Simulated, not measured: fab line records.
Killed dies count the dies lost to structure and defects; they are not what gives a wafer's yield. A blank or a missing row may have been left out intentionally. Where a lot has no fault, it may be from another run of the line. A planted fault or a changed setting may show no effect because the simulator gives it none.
Matching of chambers | flow sky130 | SKY_FIELD_ISO_CMP_27 on cmp-01 has 4 sister chambers
The step polishes, stops on Si3N4, t overpolish 16 s, target thk 457.8 nm. 14 wafers are shown with their chamber, then 7 later ones without.

== EACH WAFER AND ITS CHAMBER ==
wafer  | chamber | motor current A (A) | slurry flow ml min | overpolish run s (s)
L937.1 | 3       | 14.4                | 150.2              | 15.997
L937.3 | 0       | 11.1                | 151.2              | 16.011
L937.6 | 3       | 14.6                | 150.5              | 15.994
L938.1 | 0       | 11.8                | 150.2              | 15.978
L938.3 | 3       | 14.4                | 151.3              | 15.982
L938.6 | 0       | 10.9                | 149.8              | 16.003
L940.4 | 3       | 14.0                | 150.4              | 16.005
L940.5 | 3       | 14.5                | 150.6              | 16.003
L940.6 | 2       | 10.8                | 149.8              | 16.001
L946.1 | 0       | 11.0                | 150.6              | 15.978
L946.2 | 1       | 12.1                | 150.2              | 16.016
L946.5 | 0       | 11.7                | 150.4              | 16.001
L951.2 | 2       | 11.0                | 149.5              | 15.990
L951.3 | 1       | 12.7                | 149.8              | 16.010

SIGNATURES (averages over the wafers above)
reading            | chamber 0 | chamber 1 | chamber 2 | chamber 3 | scatter within a chamber
motor current A    | 11.300    | 12.400    | 10.900    | 14.380    | 0.333
slurry flow ml min | 150.440   | 150.000   | 149.650   | 150.600   | 0.436
overpolish run s   | 15.99420  | 16.01300  | 15.99550  | 15.99620  | 0.0116
Rule: distance of a wafer from a chamber = root of the sum over the readings of ((wafer's reading minus chamber's mean) / reading's scatter) squared. If the next closest chamber is less than 2 further off than the closest, the wafer can't be placed; otherwise it belongs to the closest. The scatter: the root of (the sum of the squares of (reading less its chamber's mean) over the shown wafers, divided by (wafers less chambers)).

== WAFERS WHOSE CHAMBER IS MISSING ==
wafer  | motor current A (A) | slurry flow ml min | overpolish run s (s)
L951.4 | 11.4                | 150.1              | 16.005
L953.3 | 12.2                | 150.4              | 15.993
L953.5 | 11.6                | 150.3              | 15.992
L953.6 | 12.5                | 150.7              | 15.990
L959.2 | 11.1                | 149.4              | 15.995
L959.3 | 11.9                | 150.1              | 15.999
L959.5 | 11.2                | 150.0              | 15.984

== WHICH CHAMBER EACH WENT THROUGH ==
wafer  | from the rows above          | in truth
L951.4 | can't be placed: 0 or 2 or 1 | 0
L953.3 | can't be placed: 1 or 0      | 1
L953.5 | can't be placed: 0 or 2      | 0
L953.6 | can't be placed: 1 or 0      | 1
L959.2 | can't be placed: 2 or 0      | 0
L959.3 | can't be placed: 1 or 0 or 2 | 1
L959.5 | can't be placed: 0 or 2      | 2
0 of 7 placed correctly. These rows do not allow placing 7 (true chamber among the candidates in 7). Wrongly placed: 0.
